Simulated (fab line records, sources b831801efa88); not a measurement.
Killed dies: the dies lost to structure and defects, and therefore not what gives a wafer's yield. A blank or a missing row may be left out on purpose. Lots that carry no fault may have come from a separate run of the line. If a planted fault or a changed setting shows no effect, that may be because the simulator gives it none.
Struck lot and sound lot, side by side | flow sky130 | 43 out of 708 route steps
Sound: wafers L312.1, L312.3, L312.6. Struck: wafer L317.5 (L317.2, L317.4, from the same lot, were not struck and are left out); the cause is given at the end.
Per side, at each step with rows, come the tool, then ch with its chambers, and then its first start. Under that, the readings that differ: sound wafers | struck wafers | difference of the means | sigmas: that difference in standard deviations of wafers without a fault.
alike: readings with means less than 2 such deviations apart, plus words and numbers identical on both sides. not compared: withheld readings, readings lacking a value on some wafer, bounds such as >300 that could conceal the same value, and numbers that have no deviation in the record and whose values overlap.
A row with sigmas, a row that says differs or no value, or rows on one side alone: a step with any of these is where the two part. Non-overlapping numbers with no deviation appear without sigmas and do not part them. A reading missing from all wafers of one side parts the sides only when that side holds two or more wafers.

first, 8 steps without rows for these wafers: SKY_LI_CONTACT_DEHYDRATE_04 (time 60 s); SKY_LI_CONTACT_HMDS_05 (prime time 60 s); SKY_LI_CONTACT_COAT_06 (resist thk 60 nm); SKY_LI_CONTACT_COAT_07 (resist thk 450 nm); SKY_LI_CONTACT_SOFTBAKE_08 (time 90 s); SKY_LI_CONTACT_EXPOSE_09 (exposes mask LICM1, target cd 170 nm); SKY_LI_CONTACT_PEB_10; SKY_LI_CONTACT_DEVELOP_11 (develop time 60 s).
SKY_LI_CONTACT_CD_MEAS_12 targets a cd of 170 nm.
  struck on cdSem-02, day 30 16:38; sound on cdSem-01, day 29 04:59
  alike: cdNm
SKY_LI_CONTACT_OVL_MEAS_13:
  struck on overlay-02, day 30 16:44; sound on overlay-01, day 29 05:06
  alike: LI_CONTACT_OVL
SKY_LI_CONTACT_ETCH_14: etches BARC in N2/H2, stops on SiO2, time 45.9 s, target depth 60 nm.
  sound on rieDiel-04 ch 2,3, day 29 05:08; struck on rieDiel-03 ch 3, day 30 16:46
reading              | sound                | struck | difference | sigmas
throttleValvePct (%) | 13.233 13.240 13.226 | 13.213 | -0.020     | -2
  alike: drypumpMotorCurrentA, oesProductAu, rfFwdPowerW
  not compared: rfHoursCounterH
SKY_LI_CONTACT_ETCH_15: etches PSG in C4F8/O2/Ar, stops on Si, target depth 600 nm.
  sound on rieDiel-04 ch 2,3, day 29 05:10; struck on rieDiel-03 ch 3, day 30 16:49
  alike: oesProductAu, rfFwdPowerW
SKY_LI_CONTACT_STRIP_16: strips in O2/N2.
  sound on plasmaAsher-03 ch 0,1, day 29 05:16; struck on plasmaAsher-04 ch 0, day 30 16:53
  alike: drypumpMotorCurrentA, oesProductAu, stripTimeToEndpointS
  not compared: rfHoursCounterH
then, 2 steps without rows for these wafers: SKY_LI_CONTACT_CLEAN_17 (cleans in NMP, time 600 s); SKY_LI_CONTACT_PRE_CLEAN_18 (time 5.6 s).
SKY_LI_CONTACT_SPUTTER_19: material Ti, target thk 20 nm, time 106.37 s.
  struck on pvdSputter-04, day 30 17:11; sound on pvdSputter-03, day 29 05:34
  alike: throttleValvePct
then, 2 steps without rows for these wafers: SKY_LI_CONTACT_SPUTTER_20 (material TiN, target thk 20 nm, time 80 s); SKY_LI_CONTACT_CVD_21 (deposits W, target thk 400 nm, time 120.56 s).
SKY_LI_CONTACT_RS_MEAS_22: measures by four-point-probe.
  struck on filmMetro-02, day 30 17:28; sound on filmMetro-02, day 29 05:49
  alike: LI_CONTACT_W_RS
SKY_LI_CONTACT_THK_MEAS_23: measures by xrf.
  struck on filmMetro-02, day 30 17:35; sound on filmMetro-02, day 29 05:56
  alike: LI_CONTACT_W_THK
then, 2 steps without rows for these wafers: SKY_LI_CONTACT_CMP_24 (polishes, stops on PSG, t overpolish 20 s, target thk 0 nm); SKY_LOCAL_INTERCONNECT_SPUTTER_00 (material TiN, target thk 100 nm, time 83.3 s).
SKY_LOCAL_INTERCONNECT_RS_MEAS_01: measures by four-point-probe.
  struck on filmMetro-03, day 30 18:01; sound on filmMetro-03, day 29 06:22
  alike: LOCAL_INTERCONNECT_TIN_RS
SKY_LOCAL_INTERCONNECT_THK_MEAS_02: measures by xrf.
  struck on filmMetro-03, day 30 18:07; sound on filmMetro-03, day 29 06:29
  alike: LOCAL_INTERCONNECT_TIN_THK
then, 8 steps without rows for these wafers: SKY_LOCAL_INTERCONNECT_DEHYDRATE_03 (time 60 s); SKY_LOCAL_INTERCONNECT_HMDS_04 (prime time 60 s); SKY_LOCAL_INTERCONNECT_COAT_05 (resist thk 60 nm); SKY_LOCAL_INTERCONNECT_COAT_06 (resist thk 442.9 nm); SKY_LOCAL_INTERCONNECT_SOFTBAKE_07 (time 90 s); SKY_LOCAL_INTERCONNECT_EXPOSE_08 (exposes mask LI1M, target cd 170 nm); SKY_LOCAL_INTERCONNECT_PEB_09; SKY_LOCAL_INTERCONNECT_DEVELOP_10 (develop time 60 s).
SKY_LOCAL_INTERCONNECT_CD_MEAS_11 targets a cd of 170 nm.
  struck on cdSem-02, day 31 21:51; sound on cdSem-02, day 30 09:59
  alike: cdNm
SKY_LOCAL_INTERCONNECT_OVL_MEAS_12:
  struck on overlay-02, day 31 21:58; sound on overlay-02, day 30 10:06
reading                     | sound   | struck | difference | sigmas
LOCAL_INTERCONNECT_OVL (nm) | 10 5 12 | -8     | -17        | -3
SKY_LOCAL_INTERCONNECT_ETCH_13: etches BARC in N2/H2, stops on SiO2, time 45.9 s, target depth 60 nm.
  sound on rieMetal-04 ch 0,1, day 30 10:08; struck on rieMetal-04 ch 0, day 31 21:59
  alike: drypumpMotorCurrentA, heBacksideLeakSccm, oesProductAu, rfFwdPowerW, throttleValvePct
  not compared: rfHoursCounterH
then, 5 steps without rows for these wafers: SKY_LOCAL_INTERCONNECT_METAL_ETCH_14 (etches TiN in Cl2/BCl3, stops on PSG, target depth 110 nm, time 31.4 s); SKY_LOCAL_INTERCONNECT_STRIP_15 (strips in O2/N2); SKY_LOCAL_INTERCONNECT_STRIP_16 (strips in post etch residue remover, time 1200 s); SKY_LOCAL_INTERCONNECT_CLEAN_17 (cleans in IPA, time 180 s); SKY_LOCAL_INTERCONNECT_CLEAN_18 (cleans in O3/DIW).
SKY_CONTACT_CVD_00: deposits Si3N4, target thk 75 nm.
  sound on pecvd-01 ch 0,2, day 30 10:51; struck on pecvd-02 ch 2, day 31 22:42
  alike: heaterPowerW, rfFwdPowerW, susceptorTempC
SKY_CONTACT_THK_MEAS_01:
  struck on filmMetro-01, day 31 22:44; sound on filmMetro-01, day 30 10:53
  alike: CONTACT_CVD_00_THK
-- the record jumps here: 15 days lie between the struck wafers' starts before and after (it left off in module CONTACT and takes up again in module PAD_OPEN, whose first step shown is number 708 of the route) --
SKY_PAD_OPEN_PROBE_99:
  only the struck wafers here have rows in the record (prober-02, day 46 21:53); the sound ones have none

WHERE THEY PART
Earliest at SKY_LI_CONTACT_ETCH_14; latest, in this record, at SKY_PAD_OPEN_PROBE_99.

WHY: what the simulator had put in
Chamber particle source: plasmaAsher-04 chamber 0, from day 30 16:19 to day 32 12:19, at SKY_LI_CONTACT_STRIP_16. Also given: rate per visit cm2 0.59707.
